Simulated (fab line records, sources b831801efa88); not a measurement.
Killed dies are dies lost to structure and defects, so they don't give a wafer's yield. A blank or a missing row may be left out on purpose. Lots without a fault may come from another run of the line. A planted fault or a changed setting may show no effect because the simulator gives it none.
Which tool did it? | flow gf180mcu | 24 lots, 72 wafers sampled, at 5 steps of a route of 602

WHAT THE GAUGES READ, wafer by wafer
GF_PSD_CD_MEAS_07: target cd 400 nm. Usual: cd_nm 400.3 nm, standard deviation 2.6.
lot  | measured     | on        | cd_nm (nm)        | flag
L074 | day 14 05:40 | cd_sem-02 | 405.3 406.3 406.4 |
L075 | day 14 12:20 | cd_sem-02 | 400.3 400.9 400.6 |
L076 | day 14 20:59 | cd_sem-01 | 404.2 401.3 403.2 |
L077 | day 15 00:25 | cd_sem-02 | 400.0 397.6 399.6 |
L078 | day 15 09:55 | cd_sem-01 | 401.6 401.2 403.2 |
L079 | day 15 16:56 | cd_sem-01 | 401.7 401.1 400.1 |
L080 | day 15 23:40 | cd_sem-01 | 401.5 401.1 402.1 |
L081 | day 16 12:50 | cd_sem-01 | 398.0 400.6 399.0 |
L082 | day 16 20:11 | cd_sem-02 | 396.1 398.6 398.7 |
L083 | day 17 04:35 | cd_sem-01 | 400.4 398.9 399.0 |
L084 | day 17 13:12 | cd_sem-02 | 398.5 399.8 400.3 |
L085 | day 18 00:26 | cd_sem-01 | 401.5 402.5 402.7 |
L086 | day 18 06:38 | cd_sem-02 | 398.0 396.0 398.2 |
L087 | day 18 10:47 | cd_sem-01 | 399.6 400.2 401.9 |
L088 | day 19 04:56 | cd_sem-02 | 400.6 399.2 398.8 |
L089 | day 19 18:40 | cd_sem-01 | 399.1 400.2 401.2 |
L090 | day 19 22:01 | cd_sem-02 | 399.7 397.2 399.5 |
L091 | day 20 16:50 | cd_sem-01 | 394.5 392.8 394.6 |
L092 | day 20 22:17 | cd_sem-01 | 402.6 398.7 400.0 |
L093 | day 21 10:08 | cd_sem-02 | 400.6 401.5 401.4 |
L095 | day 21 12:53 | cd_sem-01 | 402.6 403.3 403.3 |
L094 | day 21 13:28 | cd_sem-01 | 401.3 400.5 401.6 |
L096 | day 21 22:28 | cd_sem-01 | 402.5 401.0 403.6 |
L097 | day 22 08:47 | cd_sem-01 | 395.6 395.5 395.2 |

GF_M3_RS_MEAS_05: measures by four-point-probe. Usual: M3_ALCU_RS 0.0699 ohm/sq, standard deviation 0.00089.
lot  | measured     | on            | M3_ALCU_RS (ohm/sq)  | flag
L074 | day 20 09:50 | film_metro-04 | 0.0713 0.0717 0.0712 |
L075 | day 20 16:47 | film_metro-04 | 0.0701 0.0695 0.0699 |
L076 | day 21 02:28 | film_metro-04 | 0.0700 0.0704 0.0705 |
L077 | day 21 05:59 | film_metro-04 | 0.0705 0.0710 0.0712 |
L078 | day 21 15:06 | film_metro-03 | 0.0694 0.0681 0.0676 |
L079 | day 22 02:32 | film_metro-04 | 0.0700 0.0695 0.0705 |
L080 | day 22 08:28 | film_metro-03 | 0.0692 0.0699 0.0690 |
L081 | day 22 20:00 | film_metro-02 | 0.0684 0.0702 0.0700 |
L082 | day 23 03:47 | film_metro-04 | 0.0699 0.0711 0.0700 |
L083 | day 23 12:36 | film_metro-04 | 0.0682 0.0697 0.0697 |
L084 | day 23 19:53 | film_metro-02 | 0.0715 0.0703 0.0707 |
L085 | day 24 06:13 | film_metro-03 | 0.0701 0.0698 0.0708 |
L086 | day 24 13:37 | film_metro-02 | 0.0690 0.0683 0.0687 |
L087 | day 24 17:50 | film_metro-03 | 0.0706 0.0709 0.0705 |
L088 | day 25 10:20 | film_metro-03 | 0.0715 0.0706 0.0700 |
L089 | day 25 21:08 | film_metro-04 | 0.0695 0.0685 0.0700 |
L090 | day 26 01:44 | film_metro-02 | 0.0688 0.0691 0.0690 |
L091 | day 26 16:45 | film_metro-04 | 0.0694 0.0703 0.0710 |
L092 | day 26 23:21 | film_metro-04 | 0.0706 0.0702 0.0699 |
L093 | day 27 07:52 | film_metro-02 | 0.0695 0.0700 0.0697 |
L095 | day 27 10:35 | film_metro-04 | 0.0698 0.0697 0.0698 |
L094 | day 27 10:59 | film_metro-03 | 0.0705 0.0698 0.0696 |
L096 | day 27 20:50 | film_metro-04 | 0.0710 0.0704 0.0707 |
L097 | day 28 04:19 | film_metro-02 | 0.0705 0.0692 0.0690 |

GF_V5_RS_MEAS_24: measures by four-point-probe. Usual: V5_W_RS 0.325 ohm/sq, standard deviation 0.0031.
lot  | measured     | on            | V5_W_RS (ohm/sq)  | flag
L074 | day 27 08:26 | film_metro-04 | 0.330 0.326 0.326 |
L075 | day 27 13:26 | film_metro-01 | 0.325 0.324 0.331 |
L076 | day 27 23:03 | film_metro-04 | 0.325 0.327 0.322 |
L077 | day 28 00:56 | film_metro-04 | 0.320 0.320 0.324 |
L078 | day 28 09:36 | film_metro-03 | 0.320 0.322 0.323 |
L079 | day 28 18:58 | film_metro-03 | 0.332 0.326 0.329 |
L080 | day 29 00:16 | film_metro-04 | 0.323 0.321 0.321 |
L081 | day 29 10:43 | film_metro-03 | 0.323 0.324 0.328 |
L082 | day 29 17:34 | film_metro-03 | 0.322 0.322 0.325 |
L083 | day 29 23:26 | film_metro-04 | 0.326 0.321 0.322 |
L084 | day 30 04:55 | film_metro-04 | 0.325 0.326 0.322 |
L085 | day 30 14:23 | film_metro-01 | 0.329 0.329 0.329 |
L086 | day 30 18:47 | film_metro-01 | 0.319 0.320 0.324 |
L087 | day 30 23:10 | film_metro-01 | 0.326 0.327 0.325 |
L088 | day 31 12:55 | film_metro-04 | 0.326 0.325 0.319 |
L089 | day 31 20:26 | film_metro-04 | 0.326 0.325 0.327 |
L090 | day 32 02:01 | film_metro-04 | 0.327 0.323 0.328 |
L091 | day 32 13:59 | film_metro-03 | 0.329 0.327 0.330 |
L092 | day 32 19:10 | film_metro-03 | 0.328 0.324 0.322 |
L093 | day 33 00:09 | film_metro-04 | 0.327 0.326 0.322 |
L095 | day 33 02:31 | film_metro-03 | 0.325 0.329 0.329 |
L094 | day 33 03:46 | film_metro-03 | 0.323 0.322 0.322 |
L096 | day 33 12:03 | film_metro-01 | 0.326 0.327 0.325 |
L097 | day 33 17:38 | film_metro-03 | 0.329 0.324 0.327 |

WHICH TOOL RAN EACH LOT (tool, then ch and the chambers of the sampled wafers, then the start)
lot  | GF_SALICIDE_SPUTTER_02       | GF_V2_CMP_26
L074 | pvd_sputter-02, day 15 04:09 | cmp-02 ch 0,2,3, day 20 09:24
L075 | pvd_sputter-02, day 15 11:11 | cmp-02 ch 0,1,3, day 20 16:16
L076 | pvd_sputter-02, day 15 19:35 | cmp-01 ch 1,2,3, day 21 01:59
L077 | pvd_sputter-01, day 15 22:46 | cmp-02 ch 0,1,2, day 21 05:26
L078 | pvd_sputter-02, day 16 09:03 | cmp-02 ch 1,2,3, day 21 14:35
L079 | pvd_sputter-04, day 16 17:04 | cmp-02 ch 1,2,3, day 22 02:08
L080 | pvd_sputter-01, day 17 00:22 | cmp-01 ch 0,1, day 22 07:58
L081 | pvd_sputter-04, day 17 13:12 | cmp-02 ch 0,1, day 22 19:29
L082 | pvd_sputter-02, day 17 19:53 | cmp-01 ch 0,1,3, day 23 03:14
L083 | pvd_sputter-02, day 18 04:38 | cmp-02 ch 0,1,2, day 23 12:08
L084 | pvd_sputter-01, day 18 13:53 | cmp-01 ch 0,1,2, day 23 19:24
L085 | pvd_sputter-01, day 19 01:38 | cmp-01 ch 0,1,2, day 24 05:42
L086 | pvd_sputter-02, day 19 08:16 | cmp-02 ch 0,1,3, day 24 13:05
L087 | pvd_sputter-01, day 19 12:08 | cmp-02 ch 0,1,3, day 24 17:25
L088 | pvd_sputter-01, day 20 06:41 | cmp-02 ch 0,1,3, day 25 09:49
L089 | pvd_sputter-02, day 20 19:28 | cmp-02 ch 0,1,2, day 25 20:40
L090 | pvd_sputter-01, day 20 23:11 | cmp-01 ch 2,3, day 26 01:11
L091 | pvd_sputter-04, day 21 17:19 | cmp-02 ch 0,2,3, day 26 16:16
L092 | pvd_sputter-04, day 21 22:38 | cmp-02 ch 0,2,3, day 26 22:55
L093 | pvd_sputter-02, day 22 10:47 | cmp-01 ch 0,1, day 27 07:21
L095 | pvd_sputter-02, day 22 12:43 | cmp-01 ch 0,1, day 27 10:04
L094 | pvd_sputter-04, day 22 13:39 | cmp-01 ch 0,2,3, day 27 10:31
L096 | pvd_sputter-04, day 22 22:57 | cmp-01 ch 0,1,3, day 27 20:19
L097 | pvd_sputter-04, day 23 08:44 | cmp-01 ch 0,2,3, day 28 03:55
- GF_SALICIDE_SPUTTER_02: material Co, target thk 10 nm, time 20 s.
- GF_V2_CMP_26: polishes, stops on SiO2, t overpolish 15 s, target thk 0 nm.

WHAT THE TOOLS THEMSELVES READ (means of the sampled wafers that have a number; where no wafer has one, the mark that the record gives instead)
GF_SALICIDE_SPUTTER_02. Usual: throttle_valve_pct 29.9 %, standard deviation 1.1.
lot  | tool           | throttle_valve_pct (%) | flag
L074 | pvd_sputter-02 | 29.3                   |
L075 | pvd_sputter-02 | 28.9                   |
L076 | pvd_sputter-02 | 29.8                   |
L077 | pvd_sputter-01 | 30.3                   |
L078 | pvd_sputter-02 | 28.8                   |
L079 | pvd_sputter-04 | 30.5                   |
L080 | pvd_sputter-01 | 30.2                   |
L081 | pvd_sputter-04 | 29.6                   |
L082 | pvd_sputter-02 | 30.2                   |
L083 | pvd_sputter-02 | 29.2                   |
L084 | pvd_sputter-01 | 30.1                   |
L085 | pvd_sputter-01 | 30.1                   |
L086 | pvd_sputter-02 | 29.4                   |
L087 | pvd_sputter-01 | 30.4                   |
L088 | pvd_sputter-01 | 30.6                   |
L089 | pvd_sputter-02 | 29.4                   |
L090 | pvd_sputter-01 | 30.6                   |
L091 | pvd_sputter-04 | 30.8                   |
L092 | pvd_sputter-04 | 30.6                   |
L093 | pvd_sputter-02 | 29.9                   |
L095 | pvd_sputter-02 | 29.8                   |
L094 | pvd_sputter-04 | 31.0                   |
L096 | pvd_sputter-04 | 30.6                   |
L097 | pvd_sputter-04 | 29.7                   |

GF_V2_CMP_26. Usual: motor_current_A 11.2 A, standard deviation 1.4; overpolish_run_s 15.000 s, standard deviation 0.0091; platen_rpm 60.01 rpm, standard deviation 0.037; time_to_endpoint_s 85 s, standard deviation 3.4.
lot  | tool   | motor_current_A (A) | overpolish_run_s (s) | platen_rpm (rpm) | time_to_endpoint_s (s) | flag
L074 | cmp-02 | 12.7                | 14.992               | 60.04            | 85                     |
L075 | cmp-02 | 11.4                | 15.004               | 59.98            | 85                     |
L076 | cmp-01 | 10.4                | 14.999               | 60.03            | 82                     |
L077 | cmp-02 | 11.8                | 15.009               | 60.05            | 85                     |
L078 | cmp-02 | 11.4                | 15.006               | 60.00            | 85                     |
L079 | cmp-02 | 11.9                | 14.998               | 60.00            | 85                     |
L080 | cmp-01 | 10.5                | 15.003               | 60.04            | 87                     |
L081 | cmp-02 | 11.6                | 14.999               | 60.04            | 85                     |
L082 | cmp-01 | 10.6                | 14.999               | 60.00            | 87                     |
L083 | cmp-02 | 11.6                | 15.001               | 60.02            | 84                     |
L084 | cmp-01 | 10.6                | 14.993               | 59.98            | 85                     |
L085 | cmp-01 | 10.5                | 14.999               | 60.02            | 85                     |
L086 | cmp-02 | 11.7                | 14.993               | 60.02            | 87                     |
L087 | cmp-02 | 11.4                | 15.000               | 59.99            | 87                     |
L088 | cmp-02 | 11.1                | 14.996               | 60.01            | 87                     |
L089 | cmp-02 | 11.9                | 15.011               | 59.99            | 83                     |
L090 | cmp-01 | 10.8                | 14.996               | 60.05            | 87                     |
L091 | cmp-02 | 12.4                | 14.998               | 60.06            | 80                     |
L092 | cmp-02 | 12.6                | 15.001               | 60.02            | 84                     |
L093 | cmp-01 | 10.9                | 14.999               | 60.01            | 90                     |
L095 | cmp-01 | 10.5                | 15.000               | 60.02            | 89                     |
L094 | cmp-01 | 11.0                | 14.999               | 60.00            | 90                     |
L096 | cmp-01 | 10.8                | 15.003               | 59.97            | 86                     |
L097 | cmp-01 | 11.0                | 15.002               | 60.03            | 84                     |

THE ANSWER, worked out from the rows above alone
Rule: a lot is off if the mean of its wafers that have a number lies more than 3 standard deviations from the usual mean. A lot without any number at a reading at which 4 lots or more have one is off too. The other lots that the step has rows for count as sound. The gauges are gone through in route order, then the tools' own readings, and for those a lot's mean is taken as printed above. The first step at which some lot is off is used, and at that step the reading that is off furthest; a lot without a number counts as furthest.
No lot is off at any reading shown: from this, nothing can be told.

WHAT THE SIMULATOR HAD PUT IN
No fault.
